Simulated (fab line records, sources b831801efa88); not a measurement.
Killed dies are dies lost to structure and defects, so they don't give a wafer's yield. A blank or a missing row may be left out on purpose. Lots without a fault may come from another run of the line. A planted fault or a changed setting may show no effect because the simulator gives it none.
fab line records | flow sfq_line
record lots=14 wafers=42 last_day=89
route steps=325 shown M0@41 I0@55 I1@86 JJ@193
lots that met no fault: from a run of the same line without faults
start_h: hours from the record's first day to the start of the lot's first wafer shown | wait_h: hours since the lot's step before | " the same as in the row above | L1.1+2: a row that stands for several wafers | - no value, or no start given | * or withheld: withheld | < > ~ a bound
route shown NAME@n: a module of which the file shows steps, and the number in the route of the first | usual: mean/standard deviation of fault-free wafers | same: alike in all rows | chamber/n: place in a boat | sites: the reading at each site | _std_site: their standard deviation | _edge_site: outer sites' mean less inner sites' | radius_mm: how far each site lies from the wafer's centre | mask NAME#n: copy n | behind: the tool/chamber that last shaped the wafer | hold: why the lot was held/for how many hours/how that ended | device: the transistor (n, p or np) that didn't switch | end of line: the same wafers' tests at the end of the route | a step without rows: its recipe alone | killed: dies lost to structure and defects at the first sort, not the wafer's yield | map: a wafer's dies, x killed, . not, _ none there
set.NAME: the setting as run; set.NAME@STEP: as run at that earlier step | model.NAME: the simulator's own value behind a step, which no gauge read
steps of the route over a sample of lots; a table a step, a row a wafer
services: from which hour (start_h, from the record's first day; less than 0 if before it) a tool's chamber was out of use, for how many hours, and why
## steps
# step SFQ_TRILAYER_M0_STRIP_STRIP_025
# recipe gas=O2 power_w=200 platen_temp_c=40 overash_fraction=0.65 chemistry=O2 pressure_mtorr=50
# usual drypump_motor_current_A=5.55/0.22 oes_product_au=0.994/0.0089
# columns lot.wafer tool chamber start_h wait_h drypump_motor_current_A oes_product_au rf_hours_counter_h
L581.1 rie_metal-02 1 114.13 0.1 5.82 1.002 39
L581.2 " 0 " " 5.21 0.990 64
L581.6 " 0 " " 5.20 0.988 -
L582.1 rie_metal-02 0 120.23 0.1 5.21 0.993 65
L582.4 " 0 " " 5.23 0.997 -
L582.5 " 1 " " 5.83 1.000 -
L583.1 rie_metal-01 0 129.83 0.1 5.38 0.996 93
L583.4 " 1 " " 5.58 1.008 -
L583.6 " 1 " " 5.58 1.007 -
L584.1 rie_metal-02 0 132.23 0.1 5.22 1.000 67
L584.5 " 0 " " 5.20 0.996 -
L584.6 " 1 " " 5.82 0.997 -
L585.3 rie_metal-02 0 139.63 0.2 5.22 0.985 -
L585.4 " 1 " " 5.83 0.998 -
L585.6 " 0 " " 5.22 0.985 -
L586.1 rie_metal-04 1 146.51 0.1 5.56 0.983 71
L586.3 " 0 " " 5.56 0.994 -
L586.4 " 1 " " 5.57 0.985 -
L588.4 rie_metal-01 1 158.71 0.2 5.61 1.014 -
L588.5 " 1 " " 5.61 1.005 -
L588.6 " 0 " " 5.42 0.995 -
L589.2 rie_metal-04 0 170.39 0.1 5.56 1.000 168
L589.3 " 0 " " 5.59 0.994 -
L589.4 " 1 " " 5.54 0.993 -
L593.1 rie_metal-02 1 191.95 0.1 5.83 1.001 53
L593.3 " 0 " " 5.23 0.993 -
L593.4 " 1 " " 5.83 0.990 -
L596.2 rie_metal-02 0 213.10 0.1 5.20 1.001 82
L596.4 " 1 " " 5.81 0.996 -
L596.6 " 0 " " 5.21 0.999 -
L598.1 rie_metal-02 0 225.10 0.1 5.21 0.992 84
L598.4 " 1 " " 5.84 1.009 -
L598.5 " 0 " " 5.23 0.998 -
L602.1 rie_metal-04 0 247.90 0.1 5.59 0.984 183
L602.3 " 0 " " 5.58 0.980 -
L602.6 " 1 " " 5.60 0.994 -
L603.1 rie_metal-04 0 254.91 0.1 5.59 0.996 184
L603.3 " 0 " " 5.61 1.003 -
L603.4 " 1 " " 5.55 0.988 -
L604.2 rie_metal-04 1 262.11 0.1 5.56 0.984 92
L604.4 " 0 " " 5.60 0.985 -
L604.5 " 0 " " 5.59 0.998 -
# step SFQ_TRILAYER_I0_VIA_ETCH_VIA_ETCH_034
# recipe target=SiO2 stop_on=Nb mask_material=PR taper_deg=20 chemistry=CHF3 target_depth_nm=260 source_w=500 bias_w=80 pressure_mtorr=30 time_s=withheld
# usual bias_w=80.00/0.24 drypump_motor_current_A=5.9/0.57 oes_product_au=0.855/0.0053
# columns lot.wafer tool chamber start_h wait_h bias_w drypump_motor_current_A oes_product_au
L581.1 rie_diel-04 2 206.60 0.0 79.54 6.4 0.848
L581.2 " 0 " " 80.25 6.3 0.855
L581.6 " 0 " " 79.95 6.3 0.846
L582.1 rie_diel-02 3 215.00 0.0 79.93 5.6 0.851
L582.4 " 2 " " 79.98 6.0 0.855
L582.5 " 3 " " 80.26 5.6 0.866
L583.1 rie_diel-03 1 223.40 0.0 80.42 6.3 0.849
L583.4 " 0 " " 80.17 4.9 0.852
L583.6 " 1 " " 80.07 6.3 0.857
L584.1 rie_diel-02 1 228.20 0.0 80.42 6.3 0.862
L584.5 " 2 " " 79.98 6.0 0.856
L584.6 " 0 " " 80.41 6.1 0.853
L585.3 rie_diel-04 2 237.90 0.0 80.15 6.4 0.857
L585.4 " 0 " " 79.74 6.3 0.858
L585.6 " 1 " " 79.92 5.2 0.855
L586.1 rie_diel-03 3 255.17 0.0 79.77 6.0 0.855
L586.3 " 0 " " 80.19 4.9 0.852
L586.4 " 2 " " 79.88 5.0 0.861
L588.4 rie_diel-04 0 273.17 0.0 79.74 6.3 0.853
L588.5 " 2 " " 80.27 6.5 0.852
L588.6 " 1 " " 79.57 5.2 0.857
L589.2 rie_diel-02 1 280.37 0.0 79.69 6.3 0.848
L589.3 " 2 " " 80.16 6.0 0.850
L589.4 " 3 " " 79.87 5.6 0.859
L593.1 rie_diel-02 3 310.84 0.0 77.77 5.6 0.854
L593.3 " 0 " " 79.77 6.1 0.857
L593.4 " 2 " " 79.84 6.0 0.866
L596.2 rie_diel-02 0 337.04 0.0 80.17 6.1 0.858
L596.4 " 3 " " 77.79 5.6 0.853
L596.6 " 1 " " 80.13 6.3 0.861
L598.1 rie_diel-03 3 353.84 0.0 79.49 6.1 0.860
L598.4 " 1 " " 80.24 6.3 0.858
L598.5 " 2 " " 79.53 5.0 0.854
L602.1 rie_diel-03 2 377.06 0.0 80.11 5.0 0.862
L602.3 " 0 " " 79.88 4.9 0.859
L602.6 " 0 " " 79.71 4.9 0.855
L603.1 rie_diel-04 2 385.46 0.0 79.92 6.5 0.859
L603.3 " 1 " " 79.87 5.2 0.852
L603.4 " 3 " " 79.92 6.7 0.861
L604.2 rie_diel-02 1 395.06 0.0 79.87 6.3 0.858
L604.4 " 2 " " 79.75 6.1 0.855
L604.5 " 0 " " 79.84 6.1 0.846
# step SFQ_TRILAYER_I1_VIA_STRIP_STRIP_053
# recipe gas=O2 power_w=200 platen_temp_c=40 overash_fraction=0.65 chemistry=O2 pressure_mtorr=50
# usual drypump_motor_current_A=5.50/0.29 oes_product_au=1.003/0.0089
# columns lot.wafer tool chamber start_h wait_h drypump_motor_current_A oes_product_au rf_hours_counter_h
L581.1 rie_metal-03 0 352.86 - 5.13 1.010 141
L581.2 " 1 " " 5.79 1.001 53
L581.6 " 0 " " 5.12 1.015 -
L582.1 rie_metal-03 0 361.27 - 5.14 1.007 142
L582.4 " 0 " " 5.16 1.021 -
L582.5 " 1 " " 5.77 1.018 -
L583.1 rie_metal-03 1 372.81 - 5.79 1.005 56
L583.4 " 0 " " 5.20 1.014 -
L583.6 " 0 " " 5.15 1.006 -
L584.1 rie_metal-02 0 378.81 - 5.22 0.995 101
L584.5 " 1 " " 5.81 0.999 -
L584.6 " 0 " " 5.21 1.002 -
L585.3 rie_metal-02 0 387.41 - 5.22 1.011 -
L585.4 " 1 " " 5.82 0.998 -
L585.6 " 1 " " 5.83 0.997 -
L586.1 rie_metal-01 0 405.21 - 5.40 1.002 142
L586.3 " 0 " " 5.40 1.003 -
L586.4 " 1 " " 5.56 1.023 -
L588.4 rie_metal-02 0 426.19 - 5.21 0.998 -
L588.5 " 1 " " 5.82 0.994 -
L588.6 " 0 " " 5.21 1.004 -
L589.2 rie_metal-03 0 434.39 - 5.17 1.010 155
L589.3 " 0 " " 5.15 1.008 -
L589.4 " 1 " " 5.81 1.008 -
L593.1 rie_metal-02 1 467.99 - 5.82 1.006 108
L593.3 " 0 " " 5.22 1.006 -
L593.4 " 1 " " 5.83 1.009 -
L596.2 rie_metal-02 1 512.07 - 5.82 1.005 114
L596.4 " 1 " " 5.82 0.999 -
L596.6 " 0 " " 5.20 1.007 -
L598.1 rie_metal-02 1 531.27 - 5.81 1.012 116
L598.4 " 1 " " 5.83 1.011 -
L598.5 " 0 " " 5.20 1.007 -
L602.1 rie_metal-02 1 563.99 - 5.82 1.004 122
L602.3 " 1 " " 5.83 1.006 -
L602.6 " 1 " " 5.81 1.017 -
L603.1 rie_metal-02 1 575.99 - 5.81 1.008 124
L603.3 " 0 " " 5.20 0.995 -
L603.4 " 1 " " 5.82 1.010 -
L604.2 rie_metal-01 0 584.39 - 5.40 0.996 6
L604.4 " 0 " " 5.42 0.993 -
L604.5 " 0 " " 5.43 0.995 -
# step SFQ_TRILAYER_JJ_CE_BARC_OPEN_RIE_150
# recipe mask_material=PR chemistry=O2 target_depth_nm=240 target=BARC icp_w=600 bias_w=80 pressure_mtorr=10 time_s=80
# usual drypump_motor_current_A=5.56/0.18 oes_product_au=0.538/0.0047
# columns lot.wafer tool chamber start_h wait_h drypump_motor_current_A oes_product_au rf_hours_counter_h
L581.1 rie_metal-04 1 1018.30 1.0 5.54 0.539 38
L581.2 " 0 " " 5.57 0.536 112
L581.6 " 0 " " 5.54 0.538 -
L582.1 rie_metal-01 1 1021.82 1.0 5.61 0.539 21
L582.4 " 1 " " 5.58 0.541 -
L582.5 " 0 " " 5.42 0.535 -
L583.1 rie_metal-01 0 1024.22 1.0 5.36 0.529 64
L583.4 " 1 " " 5.61 0.531 -
L583.6 " 0 " " 5.39 0.545 -
L584.1 rie_metal-01 0 1025.42 1.0 5.41 0.540 64
L584.5 " 1 " " 5.59 0.542 -
L584.6 " 0 " " 5.41 0.538 -
L585.3 rie_metal-04 0 1026.65 0.6 5.57 0.535 -
L585.4 " 1 " " 5.57 0.532 -
L585.6 " 1 " " 5.56 0.534 -
L586.1 rie_metal-04 0 1076.15 1.0 5.61 0.529 119
L586.3 " 0 " " 5.58 0.533 -
L586.4 " 1 " " 5.56 0.536 -
L588.4 rie_metal-03 0 1238.85 0.4 5.16 0.546 -
L588.5 " 0 " " 5.20 0.548 -
L588.6 " 1 " " 5.80 0.539 -
L589.2 rie_metal-04 0 1245.90 0.8 5.55 0.539 140
L589.3 " 0 " " 5.60 0.539 -
L589.4 " 1 " " 5.56 0.543 -
L593.1 rie_metal-01 0 1411.46 1.0 5.41 0.531 114
L593.3 " 0 " " 5.39 0.538 -
L593.4 " 1 " " 5.58 0.531 -
L596.2 rie_metal-01 0 1454.28 0.8 5.41 0.540 120
L596.4 " 0 " " 5.40 0.540 -
L596.6 " 0 " " 5.43 0.534 -
L598.1 rie_metal-03 0 1483.21 1.0 5.16 0.543 129
L598.4 " 1 " " 5.80 0.535 -
L598.5 " 0 " " 5.12 0.542 -
L602.1 rie_metal-03 1 1505.93 1.0 5.80 0.545 66
L602.3 " 1 " " 5.80 0.531 -
L602.6 " 1 " " 5.80 0.539 -
L603.1 rie_metal-04 1 1516.73 1.0 5.55 0.535 99
L603.3 " 1 " " 5.54 0.540 -
L603.4 " 1 " " 5.58 0.534 -
L604.2 rie_metal-04 1 1519.13 0.8 5.57 0.535 100
L604.4 " 1 " " 5.53 0.533 -
L604.5 " 0 " " 5.57 0.537 -
## services
# columns tool chamber start_h hours kind
rie_metal-02 - 125.59 2.1 repair
rie_metal-04 1 216.07 1.1 repair
rie_metal-02 0 225.87 27.9 repair
rie_metal-02 0 278.45 27.7 repair
rie_metal-04 - 343.37 2.8 pm
rie_metal-04 - 348.70 2.5 repair
rie_metal-04 - 363.28 0.5 repair
rie_metal-02 - 367.95 0.2 repair
rie_metal-04 0 400.38 4.2 repair
rie_metal-02 - 446.38 1.4 pm
rie_metal-04 - 446.86 6.7 repair
rie_metal-02 - 477.06 2.8 pm
rie_metal-02 - 492.57 2.2 repair
rie_metal-02 - 580.08 14.6 pm
rie_metal-04 1 580.87 3.0 repair
rie_metal-02 0 821.26 1.5 repair
rie_metal-02 0 937.10 4.1 repair
rie_metal-02 - 999.87 0.5 repair
rie_metal-02 1 1075.55 18.5 repair
rie_metal-02 - 1104.99 5.5 repair
rie_metal-02 - 1298.99 0.2 repair
rie_metal-02 0 1361.22 2.4 repair
rie_metal-02 1 1387.53 2.1 repair
rie_metal-02 0 1476.11 10.8 repair
## key
first_sign step=SFQ_TRILAYER_I0_VIA_ETCH_VIA_ETCH_034 reading=bias_w direction=down sigmas=9.3 usual=80.00 struck=77.78
effect none on later readings
met_at SFQ_TRILAYER_I0_VIA_ETCH_VIA_ETCH_034
struck_lots L593,L596
struck_wafers L593.1,L596.4
not_acting_at SFQ_TRILAYER_M0_STRIP_STRIP_025,SFQ_TRILAYER_I1_VIA_STRIP_STRIP_053,SFQ_TRILAYER_JJ_CE_BARC_OPEN_RIE_150
onset_between 280.37 310.84
fault kind=process_parameter_drift tool=rie_diel-02 chamber=3 onset_h=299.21 steps=SFQ_TRILAYER_I0_VIA_ETCH_VIA_ETCH_034 channel=bias_w offset=-2.1315 shape=step end_h=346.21 acts_in=these_recipes_only stated=80
